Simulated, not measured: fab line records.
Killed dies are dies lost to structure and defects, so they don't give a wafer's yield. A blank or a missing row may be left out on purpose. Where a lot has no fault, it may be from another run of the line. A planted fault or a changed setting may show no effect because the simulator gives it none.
8D (eight disciplines) problem report, filled in by code + flow sky130 + the parts of the form that need people (team, actions taken, sign-off) are left out

## 1. WHAT IS WRONG
VT_ADJUST_HVTR_TW at SKY_VT_ADJUST_HVTR_TW_MEAS_11 reads a mean of 195.3 on 6 wafers of 2 lots; wafers without a fault read 210.8 with a standard deviation of 1.2. Measured from the usual mean, that is -13 standard deviations.
First seen on wafer L543.2, day 13 02:16, on film-metro-01. At this step, 36 wafers from 12 lots have a number in the record. Rule for "out", or "out of limits": more than 4 standard deviations from the usual mean. All remaining wafers that have a number are taken as sound.

## 2. WHAT IT IS AND WHAT IT IS NOT
| question                    | is                           | is not                                                                          |
|-----------------------------|------------------------------|---------------------------------------------------------------------------------|
| which readings at this step | VT_ADJUST_HVTR_TW            | -                                                                               |
| which lots                  | L543, L544                   | L532, L534, L535, L536, L537, L539, L540, L550, L551, L554                      |
| which wafers of those lots  | all that have a number       | -                                                                               |
| read on which gauges        | film-metro-01, film-metro-03 | film-metro-02                                                                   |
| when                        | from day 13 02:16            | up to then (21 sound wafers); but 9 sound wafers of L550, L551, L554 came after |

## 3. SUSPECTS, AND WHAT RULES EACH OUT
Counting: any tool at a process step up to the reading is kept as a suspect provided that every lot that is out went through it and no sound lot did after the first of them.
- the gauge at SKY_VT_ADJUST_HVTR_TW_MEAS_11 has been ruled out. The wafers that are out were read on 2 gauges (film-metro-01, film-metro-03).
- implanter-03 at SKY_VT_ADJUST_HVTR_IMPLANT_09: ruled out as a lasting fault. After its first lot that is out, L543 (day 13 02:01), sound lots L554 ran on it.
Left after counting: nothing in the record.

## 4. THE CAUSE (what the simulator had put in)
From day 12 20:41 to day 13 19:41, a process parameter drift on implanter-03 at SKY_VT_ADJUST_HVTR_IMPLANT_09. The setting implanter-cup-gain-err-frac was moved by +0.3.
Counting ruled it out, wrongly: the rule takes a fault to strike every lot that its tool runs from its start on, and this one did not.

## 5. THE EFFECT CHAIN, in route order
Rows list readings where the struck wafers' mean (over those with a number) sits beyond 3 standard deviations from the usual. Readings are gone through only where the record gives a usual standard deviation; hours: the median, over the lots, of the time from a lot's start at the first step in this table giving one to that lot's start at this step; sigmas: the change measured in usual standard deviations.
| hours | step                          | reading            | usual  | on struck wafers | change | sigmas |
|-------|-------------------------------|--------------------|--------|------------------|--------|--------|
| 0     | SKY_VT_ADJUST_HVTR_IMPLANT_09 | beam-on-s          | 9.97 s | 7.62             | -2.35  | -12    |
| 0     | SKY_VT_ADJUST_HVTR_IMPLANT_09 | faraday-current-uA | 11.88  | 15.54            | +3.66  | +15    |
| 0     | SKY_VT_ADJUST_HVTR_TW_MEAS_11 | VT_ADJUST_HVTR_TW  | 210.8  | 195.3            | -15.5  | -13    |
Its process steps:
- SKY_VT_ADJUST_HVTR_IMPLANT_09
Later measuring or inspecting steps at which every struck wafer that the step has a row for has a number for every such reading, and none has moved that far: SKY_VIA1_OVL_MEAS_13.

## 6. HOW IT WOULD HAVE BEEN CAUGHT EARLIER
Counted from the fault's start at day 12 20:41, it took 6 hours until the first out-of-limits reading at a measuring or inspecting step in this record, taken at day 13 02:16.
The tool's own readings at SKY_VT_ADJUST_HVTR_IMPLANT_09 were out on every struck wafer that the step has a row for (beam-on-s, faraday-current-uA): an alarm limit on them would have fired on the first of those.
